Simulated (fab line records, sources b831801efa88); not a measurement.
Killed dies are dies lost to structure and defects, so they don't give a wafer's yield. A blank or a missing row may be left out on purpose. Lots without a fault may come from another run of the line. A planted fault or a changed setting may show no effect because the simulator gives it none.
fab line records | flow sky130
record lots=6 wafers=18 last_day=50
route steps=708 shown METAL4@602 CAP2M@603 PAD_OPEN@708
lots that met no fault: from a run of the same line without faults
start_h: hours from the record's first day to the start of the lot's first wafer shown | wait_h: hours since the lot's step before | " the same as in the row above | L1.1+2: a row that stands for several wafers | - no value, or no start given | * or withheld: withheld | < > ~ a bound
route shown NAME@n: a module of which the file shows steps, and the number in the route of the first | usual: mean/standard deviation of fault-free wafers | same: alike in all rows | chamber/n: place in a boat | sites: the reading at each site | _std_site: their standard deviation | _edge_site: outer sites' mean less inner sites' | radius_mm: how far each site lies from the wafer's centre | mask NAME#n: copy n | behind: the tool/chamber that last shaped the wafer | hold: why the lot was held/for how many hours/how that ended | device: the transistor (n, p or np) that didn't switch | end of line: the same wafers' tests at the end of the route | a step without rows: its recipe alone | killed: dies lost to structure and defects at the first sort, not the wafer's yield | map: a wafer's dies, x killed, . not, _ none there
set.NAME: the setting as run; set.NAME@STEP: as run at that earlier step | model.NAME: the simulator's own value behind a step, which no gauge read
lots at some steps of the route; a table a step, a row a wafer
services: from which hour (start_h, from the record's first day; less than 0 if before it) a tool's chamber was out of use, for how many hours, and why
## steps
# step SKY_METAL4_SPUTTER_04
# recipe material=TiN target_thk_nm=70 power_w=6500 time_s=58.3 chamber_pressure_pa=0.4
# usual throttle_valve_pct=29.8/1.1
# same time_s=58.3
# columns lot.wafer tool chamber start_h wait_h throttle_valve_pct
L390.1 pvd_sputter-04 - 937.42 0.0 30.2
L390.2 " - " " 32.5
L390.4 " - " " 29.4
L396.1 pvd_sputter-01 - 974.27 0.0 28.5
L396.4 " - " " 29.9
L396.5 " - " " 28.7
L403.1 pvd_sputter-02 - 1030.89 0.0 28.5
L403.4 " - " " 28.2
L403.6 " - " " 29.5
L405.3 pvd_sputter-04 - 1035.05 0.0 30.7
L405.5 " - " " 30.3
L405.6 " - " " 30.0
L410.2 pvd_sputter-01 - 1073.37 0.0 28.4
L410.3 " - " " 29.8
L410.6 " - " " 30.5
L412.1 pvd_sputter-01 - 1077.92 0.0 29.8
L412.3 " - " " 30.5
L412.6 " - " " 28.5
# step SKY_CAP2M_CVD_00
# recipe material=SiO2 target_thk_nm=15.5 temp_c=400 time_s=withheld rf_w=450
# usual heater_power_w=753/98
# columns lot.wafer tool chamber start_h wait_h heater_power_w
L390.1 pecvd-03 0 937.47 0.0 707
L390.2 " 1 " " 888
L390.4 " 1 " " 881
L396.1 pecvd-01 0 974.32 0.0 827
L396.4 " 1 " " 924
L396.5 " 2 " " 715
L403.1 pecvd-02 0 1030.94 0.0 557
L403.4 " 1 " " 720
L403.6 " 0 " " 581
L405.3 pecvd-02 2 1035.10 0.0 857
L405.5 " 0 " " 556
L405.6 " 2 " " 860
L410.2 pecvd-01 0 1073.42 0.0 703
L410.3 " 2 " " 634
L410.6 " 2 " " 636
L412.1 pecvd-01 1 1077.97 0.0 904
L412.3 " 2 " " 740
L412.6 " 0 " " 839
# step SKY_CAP2M_THK_MEAS_01
# recipe reads=SiO2_of_CAP2M_CVD_00
# usual CAP2M_CVD_00_THK=15.52/0.19
# columns lot.wafer tool chamber start_h wait_h CAP2M_CVD_00_THK[nm]
L390.1 film_metro-02 - 937.49 - 15.18
L390.2 " - " " 15.20
L390.4 " - " " 15.61
L396.1 film_metro-04 - 974.34 - 15.20
L396.4 " - " " 15.27
L396.5 " - " " 15.33
L403.1 film_metro-04 - 1030.96 - 15.31
L403.4 " - " " 15.64
L403.6 " - " " 15.50
L405.3 film_metro-04 - 1035.14 - 15.63
L405.5 " - " " 16.03
L405.6 " - " " 15.86
L410.2 film_metro-04 - 1073.45 - 15.83
L410.3 " - " " 15.31
L410.6 " - " " 15.53
L412.1 film_metro-01 - 1077.99 - 15.06
L412.3 " - " " 15.40
L412.6 " - " " 15.74
# step SKY_CAP2M_SPUTTER_02
# recipe material=TiN target_thk_nm=200 temp_c=300 power_w=6500 time_s=166.7 chamber_pressure_pa=0.4
# usual throttle_valve_pct=30.5/1
# same time_s=166.7
# columns lot.wafer tool chamber start_h wait_h throttle_valve_pct
L390.1 pvd_sputter-03 - 937.55 0.1 29.4
L390.2 " - " " 31.7
L390.4 " - " " 29.6
L396.1 pvd_sputter-04 - 974.40 0.1 29.7
L396.4 " - " " 32.5
L396.5 " - " " 32.3
L403.1 pvd_sputter-04 - 1031.02 0.1 30.6
L403.4 " - " " 30.2
L403.6 " - " " 30.6
L405.3 pvd_sputter-03 - 1035.18 0.0 29.7
L405.5 " - " " 30.2
L405.6 " - " " 31.7
L410.2 pvd_sputter-04 - 1073.50 0.0 29.6
L410.3 " - " " 29.9
L410.6 " - " " 29.6
L412.1 pvd_sputter-04 - 1078.05 0.1 30.0
L412.3 " - " " 30.5
L412.6 " - " " 30.2
# step SKY_CAP2M_RS_MEAS_03
# recipe thk_meas_gauge=four-point-probe reads=TiN_of_CAP2M_SPUTTER_02
# usual CAP2M_TIN_RS=6.90/0.076
# columns lot.wafer tool chamber start_h wait_h CAP2M_TIN_RS[ohm/sq]
L390.1 film_metro-01 - 937.66 0.1 6.96
L390.2 " - " " 7.02
L390.4 " - " " 6.99
L396.1 film_metro-02 - 974.51 0.1 6.90
L396.4 " - " " 6.89
L396.5 " - " " 6.88
L403.1 film_metro-01 - 1031.13 0.1 6.91
L403.4 " - " " 6.85
L403.6 " - " " 6.86
L405.3 film_metro-01 - 1035.33 0.1 6.96
L405.5 " - " " 7.00
L405.6 " - " " 7.00
L410.2 film_metro-04 - 1073.63 0.1 6.87
L410.3 " - " " 6.80
L410.6 " - " " 6.83
L412.1 film_metro-01 - 1078.16 0.1 6.88
L412.3 " - " " 6.96
L412.6 " - " " 6.87
# step SKY_CAP2M_THK_MEAS_04
# recipe thk_meas_gauge=xrf reads=TiN_of_CAP2M_SPUTTER_02
# usual CAP2M_TIN_THK=195.7/2.3
# columns lot.wafer tool chamber start_h wait_h CAP2M_TIN_THK[nm]
L390.1 film_metro-01 - 937.78 0.1 194.0
L390.2 " - " " 193.6
L390.4 " - " " 193.7
L396.1 film_metro-02 - 974.63 0.1 193.4
L396.4 " - " " 194.9
L396.5 " - " " 194.6
L403.1 film_metro-01 - 1031.25 0.1 195.7
L403.4 " - " " 197.5
L403.6 " - " " 197.2
L405.3 film_metro-01 - 1035.43 0.1 193.2
L405.5 " - " " 193.1
L405.6 " - " " 194.0
L410.2 film_metro-04 - 1073.74 0.1 198.6
L410.3 " - " " 198.4
L410.6 " - " " 198.6
L412.1 film_metro-01 - 1078.28 0.1 196.7
L412.3 " - " " 193.6
L412.6 " - " " 197.0
# step SKY_CAP2M_DEHYDRATE_05
# recipe temp_c=200 time_s=60
# step SKY_CAP2M_HMDS_06
# recipe prime_time_s=60 prime_temp_c=120
# step SKY_CAP2M_COAT_07
# recipe resist=NOVOLAK spin_rpm=3000 resist_thk_nm=1140
# step SKY_CAP2M_SOFTBAKE_08
# recipe temp_c=90 time_s=60 resist=NOVOLAK
# step SKY_CAP2M_EXPOSE_09
# recipe mask_id=CAP2M na=0.6 source_shape=conventional sigma_outer=0.6 polarization=unpolarized target_cd_nm=1000 dose_mj=159
# step SKY_CAP2M_PEB_10
# recipe temp_c=withheld time_s=* resist=NOVOLAK
# step SKY_CAP2M_DEVELOP_11
# recipe resist=NOVOLAK developer=TMAH develop_time_s=60 dev_temp_c=23
# columns lot.wafer tool chamber start_h wait_h
L390.1+2+4 litho_track-01 0 961.88 0.1
L396.1+4+5 litho_track-01 0 997.83 0.1
L403.1+4+6 litho_track-01 0 1053.23 0.1
L405.3+5+6 litho_track-01 0 1057.73 0.1
L410.2+3+6 litho_track-04 0 1093.36 0.1
L412.1+3+6 litho_track-02 0 1098.33 0.1
# step SKY_CAP2M_OVL_MEAS_12
# usual CAP2M_OVL=-0.2/1.3
# columns lot.wafer tool chamber start_h wait_h CAP2M_OVL[nm]
L390.1 overlay-02 - 962.03 0.1 1.6
L390.2 " - " " -1.1
L390.4 " - " " -0.6
L396.1 overlay-02 - 997.98 0.1 0.3
L396.4 " - " " 0.6
L396.5 " - " " 1.1
L403.1 overlay-02 - 1053.38 0.1 -0.5
L403.4 " - " " -0.5
L403.6 " - " " -2.6
L405.3 overlay-02 - 1057.84 0.1 0.6
L405.5 " - " " -0.6
L405.6 " - " " -0.7
L410.2 overlay-01 - 1093.49 0.1 -0.6
L410.3 " - " " -2.4
L410.6 " - " " -0.8
L412.1 overlay-01 - 1098.48 0.1 -0.4
L412.3 " - " " 1.2
L412.6 " - " " 0.3
# step SKY_CAP2M_METAL_ETCH_13
# recipe target_depth_nm=220 stop_on=SiO2 chemistry=Cl2/BCl3 target=TiN pressure_mtorr=10 icp_w=900 bias_w=48.5 Cl2_flow_sccm=60 bcl3_flow_sccm=30 time_s=62.9
# usual drypump_motor_current_A=5.6/0.45 oes_product_au=0.942/0.0071 throttle_valve_pct=21.901/0.011
# same time_s=62.9
# columns lot.wafer tool chamber start_h wait_h drypump_motor_current_A oes_product_au rf_hours_counter_h throttle_valve_pct model.CAP2M.cd_nm
L390.1 rie_metal-01 1 962.07 0.0 5.3 0.935 10 21.912 1002
L390.2 " 0 " " 5.5 0.940 12 21.903 1001
L390.4 " 1 " " 5.3 0.932 - 21.906 998.8
L396.1 rie_metal-01 1 998.02 0.0 5.4 0.941 11 21.896 1003
L396.4 " 0 " " 5.5 0.944 - 21.906 1002
L396.5 " 0 " " 5.5 0.942 - 21.889 1002
L403.1 rie_metal-04 1 1053.42 0.0 5.3 0.945 19 21.888 993.8
L403.4 " 0 " " 6.6 0.948 - 21.891 996.6
L403.6 " 0 " " 6.6 0.941 - 21.895 995.5
L405.3 rie_metal-01 0 1057.89 0.0 5.5 0.937 - 21.908 990.9
L405.5 " 0 " " 5.5 0.933 - 21.900 990.7
L405.6 " 1 " " 5.4 0.933 - 21.906 991.6
L410.2 rie_metal-04 1 1093.52 0.0 5.3 0.937 22 21.891 1001
L410.3 " 0 " " 6.6 0.946 - 21.910 1005
L410.6 " 1 " " 5.3 0.943 - 21.880 999.1
L412.1 rie_metal-01 0 1098.52 0.0 5.5 0.949 20 21.905 1002
L412.3 " 1 " " 5.4 0.937 - 21.922 1004
L412.6 " 1 " " 5.5 0.944 - 21.893 1001
# step SKY_CAP2M_STRIP_14
# recipe chemistry=O2/N2 power_w=1400 pressure_mtorr=1500 platen_temp_c=withheld o2_flow_sccm=3000 n2_flow_sccm=300 overash_fraction=0.5
# usual drypump_motor_current_A=5.7/0.33 oes_product_au=0.710/0.0042 strip_time_to_endpoint_s=12.67/0.042
# columns lot.wafer tool chamber start_h wait_h drypump_motor_current_A oes_product_au rf_hours_counter_h strip_time_to_endpoint_s
L390.1 plasma_asher-02 0 962.14 0.1 5.3 0.708 78 12.64
L390.2 " 1 " " 5.7 0.712 78 12.67
L390.4 " 1 " " 5.7 0.713 - 12.63
L396.1 plasma_asher-01 1 998.09 0.1 5.6 0.711 57 12.62
L396.4 " 1 " " 5.6 0.714 - 12.62
L396.5 " 1 " " 5.6 0.714 - 12.62
L403.1 plasma_asher-02 1 1053.49 0.1 5.8 0.705 86 12.74
L403.4 " 1 " " 5.7 0.708 - 12.71
L403.6 " 1 " " 5.7 0.710 - 12.73
L405.3 plasma_asher-02 0 1057.98 0.1 5.3 0.708 - 12.65
L405.5 " 1 " " 5.7 0.705 - 12.66
L405.6 " 0 " " 5.3 0.705 - 12.62
L410.2 plasma_asher-04 1 1093.60 0.1 6.2 0.716 35 12.66
L410.3 " 0 " " 5.9 0.711 - 12.67
L410.6 " 1 " " 6.2 0.711 - 12.66
L412.1 plasma_asher-04 1 1098.59 0.1 6.2 0.708 36 12.66
L412.3 " 1 " " 6.2 0.712 - 12.67
L412.6 " 1 " " 6.2 0.703 - 12.65
# step SKY_PAD_OPEN_PROBE_99
# usual defect_limited_yield=82.6/1.9 killed_at_M0_to_M3=43/7 killed_at_M4_up=3.1/2 killed_at_contacts=24/5.3 killed_at_front_end=15/4.2 killed_at_other=0.4/0.66 killed_dies=86/9.5 killed_open=47/7.4 killed_short=38/6.2 sort_bin_3_pad_short=0.9/0.44 sort_bin_5_function=10.2/1.4 sort_bin_6_memory=6.4/1.1 sort_n_pass=406/9.5 sort_yield_pct=82.6/1.9
# same gross_dies=492 killed_at_back_side=0 sort_bin_4_leakage[%]=0 sort_bin_8_speed[%]=0
# columns lot.wafer tool chamber start_h wait_h defect_limited_yield[%] killed_at_M0_to_M3 killed_at_M4_up killed_at_contacts killed_at_front_end killed_at_other killed_dies killed_open killed_short sort_bin_3_pad_short[%] sort_bin_5_function[%] sort_bin_6_memory[%] sort_n_pass sort_yield_pct[%]
L390.1 prober-02 - 1082.91 0.1 83.1 43 4 24 11 1 83 48 35 0.8 11.0 5.1 409 83.1
L390.2 prober-02 - 1082.96 0.1 83.7 45 2 19 14 0 80 44 36 0.6 10.4 5.3 412 83.7
L390.4 prober-02 - 1083.06 0.2 85.8 31 4 19 16 0 70 42 28 0.8 7.7 5.7 422 85.8
L396.1 prober-01 - 1113.94 0.1 87.2 32 2 19 10 0 63 30 33 0.4 8.1 4.3 429 87.2
L396.4 prober-01 - 1114.09 0.2 83.3 41 1 33 7 0 82 51 31 0.4 10.4 5.9 410 83.3
L396.5 prober-01 - 1114.14 0.2 82.7 48 3 22 12 0 85 41 42 1.2 10.4 5.7 407 82.7
L403.1 prober-02 - 1159.22 0.1 80.7 42 6 24 21 2 95 52 43 1.2 12.2 5.9 397 80.7
L403.4 prober-02 - 1159.37 0.2 80.5 56 8 18 14 0 96 52 44 1.0 11.4 7.1 396 80.5
L403.6 prober-02 - 1159.47 0.2 79.9 50 7 25 17 0 99 48 51 1.6 11.4 7.1 393 79.9
L405.3 prober-02 - 1162.13 0.2 81.9 44 1 24 20 0 89 47 42 0.8 10.6 6.7 403 81.9
L405.5 prober-02 - 1162.23 0.2 80.9 42 0 36 15 1 94 49 44 1.2 10.4 7.5 398 80.9
L405.6 prober-02 - 1162.28 0.2 80.7 46 1 29 18 1 95 54 40 1.0 11.0 7.3 397 80.7
L410.2 prober-01 - 1190.73 0.1 82.9 43 3 19 19 0 84 50 34 1.8 9.3 5.9 408 82.9
L410.3 prober-01 - 1190.78 0.2 81.9 44 0 29 16 0 89 53 36 1.4 10.6 6.1 403 81.9
L410.6 prober-01 - 1190.93 0.2 82.5 58 3 14 11 0 86 39 47 0.6 10.2 6.7 406 82.5
L412.1 prober-01 - 1194.81 0.1 81.7 43 4 29 14 0 90 49 41 1.0 11.2 6.1 402 81.7
L412.3 prober-01 - 1194.91 0.2 82.5 28 9 21 28 0 86 51 34 0.8 10.2 6.5 406 82.5
L412.6 prober-01 - 1195.06 0.2 85.8 26 3 24 16 1 70 48 22 0.2 8.3 5.7 422 85.8
# killed by level:class
L390.1 CONTACT:geometric_particle:short=10 VIA1:geometric_particle:open=10 CONTACT:geometric_particle:open=9 VIA2:geometric_particle:open=9 POLY_GATE:geometric_particle:open=6 METAL2:geometric_particle:short=5 VIA3:geometric_particle:open=5 LI_CONTACT:geometric_particle:open=4
L390.2 VIA2:geometric_particle:open=11 CONTACT:geometric_particle:open=7 FIELD_ISO:geometric_particle:open=6 VIA1:geometric_particle:short=6 VIA1:geometric_particle:open=5 METAL3:geometric_particle:short=5 CONTACT:geometric_particle:short=4 LOCAL_INTERCONNECT:geometric_particle:short=4
L390.4 VIA3:geometric_particle:open=8 CONTACT:geometric_particle:open=7 POLY_GATE:geometric_particle:open=7 LI_CONTACT:geometric_particle:open=5 CONTACT:geometric_particle:short=5 VIA1:geometric_particle:open=5 METAL2:geometric_particle:short=4 FIELD_ISO:geometric_particle:short=3
L396.1 METAL2:geometric_particle:short=9 CONTACT:geometric_particle:open=7 VIA1:geometric_particle:open=7 LI_CONTACT:geometric_particle:open=5 LI_CONTACT:geometric_particle:short=4 VIA2:geometric_particle:open=4 METAL3:geometric_particle:short=4 FIELD_ISO:geometric_particle:short=3
L396.4 VIA1:geometric_particle:open=12 CONTACT:geometric_particle:open=11 LI_CONTACT:geometric_particle:open=8 METAL2:geometric_particle:short=8 LI_CONTACT:geometric_particle:short=5 CONTACT:geometric_particle:short=5 METAL1:geometric_particle:short=5 VIA3:geometric_particle:open=5
L396.5 VIA1:geometric_particle:open=14 LI_CONTACT:geometric_particle:open=10 METAL1:geometric_particle:short=7 VIA1:geometric_particle:short=7 VIA2:geometric_particle:open=6 LOCAL_INTERCONNECT:geometric_particle:short=5 VIA3:geometric_particle:open=4 CONTACT:geometric_particle:short=4
L403.1 VIA1:geometric_particle:open=11 CONTACT:geometric_particle:open=9 METAL1:geometric_particle:short=9 FIELD_ISO:geometric_particle:open=6 FIELD_ISO:geometric_particle:short=6 VIA2:geometric_particle:open=6 VIA3:geometric_particle:open=6 CONTACT:geometric_particle:short=5
L403.4 VIA1:geometric_particle:open=12 VIA3:geometric_particle:open=11 VIA1:geometric_particle:short=8 CONTACT:geometric_particle:open=6 VIA2:geometric_particle:open=6 METAL4:geometric_particle:short=6 METAL2:geometric_particle:short=5 FIELD_ISO:geometric_particle:open=4
L403.6 VIA1:geometric_particle:open=8 LI_CONTACT:geometric_particle:open=7 CONTACT:geometric_particle:open=6 METAL1:geometric_particle:short=6 METAL2:geometric_particle:short=6 VIA2:geometric_particle:open=6 POLY_GATE:geometric_particle:open=5 LOCAL_INTERCONNECT:geometric_particle:short=5
L405.3 VIA2:geometric_particle:open=9 FIELD_ISO:geometric_particle:open=7 CONTACT:geometric_particle:open=7 METAL1:geometric_particle:short=7 VIA1:geometric_particle:open=6 POLY_GATE:geometric_particle:open=6 VIA1:geometric_particle:short=6 LI_CONTACT:geometric_particle:open=5
L405.5 CONTACT:geometric_particle:open=10 VIA2:geometric_particle:open=10 LI_CONTACT:geometric_particle:open=9 CONTACT:geometric_particle:short=8 VIA3:geometric_particle:open=5 FIELD_ISO:geometric_particle:open=5 LOCAL_INTERCONNECT:geometric_particle:short=5 VIA1:geometric_particle:open=5
L405.6 VIA1:geometric_particle:open=15 CONTACT:geometric_particle:open=9 FIELD_ISO:geometric_particle:short=8 LI_CONTACT:geometric_particle:open=8 FIELD_ISO:geometric_particle:open=6 LOCAL_INTERCONNECT:geometric_particle:short=5 METAL2:geometric_particle:short=5 VIA3:geometric_particle:open=5
L410.2 VIA1:geometric_particle:open=14 LI_CONTACT:geometric_particle:open=8 CONTACT:geometric_particle:open=8 FIELD_ISO:geometric_particle:open=6 POLY_GATE:geometric_particle:short=6 METAL1:geometric_particle:short=6 VIA3:geometric_particle:short=5 VIA1:geometric_particle:short=4
L410.3 VIA1:geometric_particle:open=14 CONTACT:geometric_particle:open=12 LI_CONTACT:geometric_particle:open=6 VIA2:geometric_particle:open=6 CONTACT:geometric_particle:short=6 METAL1:geometric_particle:short=6 VIA1:geometric_particle:short=4 VIA3:geometric_particle:open=4
L410.6 VIA2:geometric_particle:open=11 VIA1:geometric_particle:open=10 METAL1:geometric_particle:short=10 CONTACT:geometric_particle:open=9 METAL2:geometric_particle:short=8 VIA2:geometric_particle:short=6 FIELD_ISO:geometric_particle:short=4 VIA1:geometric_particle:short=4
L412.1 LI_CONTACT:geometric_particle:open=11 VIA1:geometric_particle:open=9 METAL2:geometric_particle:short=8 LOCAL_INTERCONNECT:geometric_particle:short=6 VIA2:geometric_particle:open=6 CONTACT:geometric_particle:short=5 CONTACT:geometric_particle:open=5 VIA3:geometric_particle:open=5
L412.3 FIELD_ISO:geometric_particle:open=8 VIA1:geometric_particle:open=8 POLY_GATE:geometric_particle:short=7 CONTACT:geometric_particle:open=7 LI_CONTACT:geometric_particle:open=6 METAL4:geometric_particle:short=5 POLY_GATE:geometric_particle:open=4 LI_CONTACT:geometric_particle:short=4
L412.6 LI_CONTACT:geometric_particle:open=9 CONTACT:geometric_particle:open=8 FIELD_ISO:geometric_particle:open=6 POLY_GATE:geometric_particle:short=5 VIA2:geometric_particle:open=5 VIA1:geometric_particle:open=5 POLY_GATE:geometric_particle:open=4 VIA1:geometric_particle:short=4
## services
# columns tool chamber start_h hours kind
rie_metal-01 1 920.42 2.7 repair
pecvd-02 - 925.71 2.8 pm
pvd_sputter-01 1 933.11 - consumable_replace:kit
pvd_sputter-01 1 933.11 18.0 scheduled_down
pvd_sputter-03 - 942.61 3.5 repair
pecvd-02 - 944.98 3.3 repair
pvd_sputter-01 - 948.20 2.6 repair
pvd_sputter-02 - 957.48 0.6 repair
pecvd-02 - 969.79 0.8 pm
rie_metal-01 - 975.51 2.8 pm
plasma_asher-02 - 978.56 8.0 repair
pvd_sputter-02 - 979.97 1.3 repair
pvd_sputter-04 - 994.29 6.0 repair
rie_metal-01 - 1007.54 14.6 pm
litho_track-01 - 1012.09 - consumable_replace:filter
pvd_sputter-04 3 1029.26 - consumable_replace:kit
pvd_sputter-04 3 1029.26 18.0 scheduled_down
pvd_sputter-04 3 1029.26 18.0 vent_cycle
plasma_asher-02 - 1041.17 6.7 repair
plasma_asher-02 - 1047.85 2.8 pm
plasma_asher-02 - 1060.76 1.0 repair
pvd_sputter-03 - 1070.25 6.2 repair
pecvd-02 - 1071.81 4.5 repair
pecvd-01 - 1090.34 1.6 repair
## key
first_sign none at tools or gauges
model_effect step=SKY_CAP2M_METAL_ETCH_13 value=CAP2M.cd_nm without=1001 struck=993.2
met_at SKY_CAP2M_DEVELOP_11
struck_wafers L403.1,L403.4,L403.6,L405.3,L405.5,L405.6
onset_between 997.83 1053.23
also_fits SKY_CAP2M_CVD_00:pecvd-02
fault kind=process_parameter_drift tool=litho_track-01 chamber=- onset_h=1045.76 steps=SKY_CAP2M_DEVELOP_11 channel=develop_time_s offset=* shape=step end_h=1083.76 acts_in=* stated=*
